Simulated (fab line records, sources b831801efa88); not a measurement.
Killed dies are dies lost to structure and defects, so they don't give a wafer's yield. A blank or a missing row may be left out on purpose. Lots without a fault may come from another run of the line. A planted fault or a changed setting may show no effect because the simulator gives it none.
Which tool did it? | flow sky130 | 12 lots, 36 wafers sampled, at 3 steps of a route of 708

WHAT THE GAUGES READ, wafer by wafer
SKY_VT_ADJUST_HVTP_OVL_MEAS_08.
lot  | measured     | on         | VT_ADJUST_HVTP_OVL (nm)
L624 | day 6 03:28  | overlay-01 | 0.6 3.6 2.0
L625 | day 6 08:30  | overlay-02 | -2.5 -2.2 -2.3
L626 | day 6 18:57  | overlay-02 | 1.1 2.3 1.0
L627 | day 6 19:55  | overlay-02 | -1.3 -1.6 -1.9
L628 | day 7 05:40  | overlay-01 | -2.3 -2.1 -1.1
L629 | day 7 08:46  | overlay-02 | 0.4 -1.2 2.1
L630 | day 7 15:01  | overlay-02 | -0.1 0.8 0.1
L631 | day 7 22:22  | overlay-02 | 1.4 2.1 1.8
L632 | day 8 05:16  | overlay-01 | -2.8 -2.1 -3.4
L637 | day 9 16:10  | overlay-02 | -1.0 -2.0 -0.9
L638 | day 9 19:58  | overlay-02 | 0.6 -2.1 -0.5
L646 | day 11 19:34 | overlay-02 | 2.7 1.8 0.5

WHICH TOOL RAN EACH LOT (tool, then ch and the chambers of the sampled wafers, then the start)
lot  | SKY_FIELD_ISO_CMP_27         | SKY_PWDE_DEVELOP_06
L624 | cmp-02 ch 0,1,2, day 2 11:36 | litho_track-02 ch 0, day 3 20:00
L625 | cmp-02 ch 0,1,2, day 2 15:25 | litho_track-02 ch 0, day 4 01:00
L626 | cmp-01 ch 1,2, day 2 23:52   | litho_track-04 ch 0, day 4 11:00
L627 | cmp-02 ch 0,2,3, day 2 23:55 | litho_track-04 ch 0, day 4 11:00
L628 | cmp-01 ch 2,3, day 3 07:48   | litho_track-04 ch 0, day 4 20:00
L629 | cmp-02 ch 0,1, day 3 10:52   | litho_track-03 ch 0, day 4 23:00
L630 | cmp-02 ch 0,1,2, day 3 16:33 | litho_track-04 ch 0, day 5 04:00
L631 | cmp-02 ch 0,2,3, day 3 21:36 | litho_track-02 ch 0, day 5 11:00
L632 | cmp-01 ch 0,2, day 4 03:47   | litho_track-03 ch 0, day 5 17:00
L637 | cmp-01 ch 0,2,3, day 5 07:17 | litho_track-03 ch 0, day 6 23:00
L638 | cmp-02 ch 0,1,2, day 5 12:04 | litho_track-03 ch 0, day 7 04:00
L646 | cmp-01 ch 1,3, day 7 02:07   | litho_track-02 ch 0, day 8 23:00
- SKY_FIELD_ISO_CMP_27: polishes, stops on Si3N4, t overpolish 16 s, target thk 457.8 nm.
- SKY_PWDE_DEVELOP_06: develop time 60 s.

WHAT THE TOOLS THEMSELVES READ (means of the sampled wafers that have a number; where no wafer has one, the mark that the record gives instead)
SKY_FIELD_ISO_CMP_27.
lot  | tool   | motor_current_A (A) | overpolish_run_s (s) | time_to_endpoint_s (s)
L624 | cmp-02 | 12.6                | 16.002               | 112
L625 | cmp-02 | 12.1                | 15.990               | 112
L626 | cmp-01 | 14.1                | 16.004               | 114
L627 | cmp-02 | 11.8                | 16.000               | 106
L628 | cmp-01 | 14.1                | 16.000               | 106
L629 | cmp-02 | 11.9                | 16.000               | 114
L630 | cmp-02 | 12.0                | 16.010               | 112
L631 | cmp-02 | 11.9                | 15.995               | 110
L632 | cmp-01 | 13.8                | 16.000               | 115
L637 | cmp-01 | 13.1                | 16.005               | 114
L638 | cmp-02 | 12.6                | 16.003               | 116
L646 | cmp-01 | 12.8                | 15.992               | 106

SKY_PWDE_DEVELOP_06.
lot  | tool           | developer_temp_C (C)
L624 | litho_track-02 | 22.99
L625 | litho_track-02 | 23.11
L626 | litho_track-04 | 22.96
L627 | litho_track-04 | 22.99
L628 | litho_track-04 | 23.11
L629 | litho_track-03 | 23.09
L630 | litho_track-04 | 23.24
L631 | litho_track-02 | 22.94
L632 | litho_track-03 | 23.04
L637 | litho_track-03 | 23.93
L638 | litho_track-03 | 23.87
L646 | litho_track-02 | 22.93

THE ANSWER, worked out from the rows above alone
Rule: what is usual is taken from the lots themselves. Put in order of their means at a reading, lots are off if they are a third of the lots or fewer, leave a main group of 4 or more, and stand apart from it by a gap of 3 or more times the standard deviation of the main group's means; of several such gaps the widest counts. A main group whose means are all the same, to the digits that the tables above print for the reading, isn't used. A lot without any number at a reading at which 4 lots or more have one is off too. The other lots that the step has rows for count as sound. The gauges are gone through in route order, then the tools' own readings, and for those a lot's mean is taken as printed above. The first step at which some lot is off is used, and at that step the reading that is off furthest; a lot without a number counts as furthest.
Off: L637, L638, at SKY_PWDE_DEVELOP_06 (developer_temp_C). The main group: mean 23.04 C, standard deviation 0.093.
A tool fits if, at that step or a process step before it, it ran every lot that is off, and no sound lot after the first of them. One fits: litho_track-03 at SKY_PWDE_DEVELOP_06. Its last sound lot is L632 (day 5 17:00), its first lot that is off L637 (day 6 23:00): a fault that began between those two fits.
The tool's own readings at SKY_PWDE_DEVELOP_06 bear it out: on the lots that are off they differ by more than 5 times the standard deviation of the sound lots' means. developer_temp_C reads 23.90 C there against 23.04 C on the sound lots.

WHAT THE SIMULATOR HAD PUT IN
Process parameter drift: litho_track-03, from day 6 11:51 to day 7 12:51, at SKY_PWDE_DEVELOP_06. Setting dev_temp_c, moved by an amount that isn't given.
Lots struck among those shown: L637, L638. The rule above found the same.
